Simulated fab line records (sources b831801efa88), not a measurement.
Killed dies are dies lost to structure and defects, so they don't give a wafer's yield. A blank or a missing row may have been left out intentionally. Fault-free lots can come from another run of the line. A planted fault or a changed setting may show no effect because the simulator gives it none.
Matching of chambers -- flow sky130 -- SKY_CAP2M_CVD_00 on pecvd-04: 3 sister chambers
The step deposits SiO2, target thk 15.5 nm. 3 wafers are shown with their chamber, then 8 later ones without.

## EACH WAFER AND ITS CHAMBER
wafer,chamber,heater_power_w (W)
L084.2,2,677
L084.3,0,586
L084.4,1,603

## WAFERS WITHOUT THEIR CHAMBER
wafer,heater_power_w (W)
L084.5,591
L084.6,660
L095.1,621
L095.2,726
L095.3,616
L095.4,595
L095.5,610
L095.6,715

## WHICH CHAMBER EACH ONE RAN IN
wafer,from the rows above,in truth
L084.5,can't be placed: 0 or 1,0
L084.6,can't be placed: 2 or 1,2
L095.1,can't be placed: 1 or 0 or 2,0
L095.2,2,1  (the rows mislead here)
L095.3,can't be placed: 1 or 0 or 2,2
L095.4,can't be placed: 1 or 0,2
L095.5,can't be placed: 1 or 0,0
L095.6,2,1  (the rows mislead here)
Correctly placed: 0 of 8. Not placeable from these rows: 6 (in 5, the candidates include the true chamber). Wrongly placed: 2.
How it was worked out, from the rows above alone: a wafer's distance from a chamber is the root of the sum, over the readings, of the square of ((its reading less the chamber's mean) divided by the reading's scatter). The wafer belongs to the nearest chamber; if the next one is less than 2 further off, it can't be placed. For every chamber, the mean is computed from those of its wafers that are shown. The scatter: root of mean squared gap, hidden wafer to nearest shown wafer, with one shown wafer a chamber.
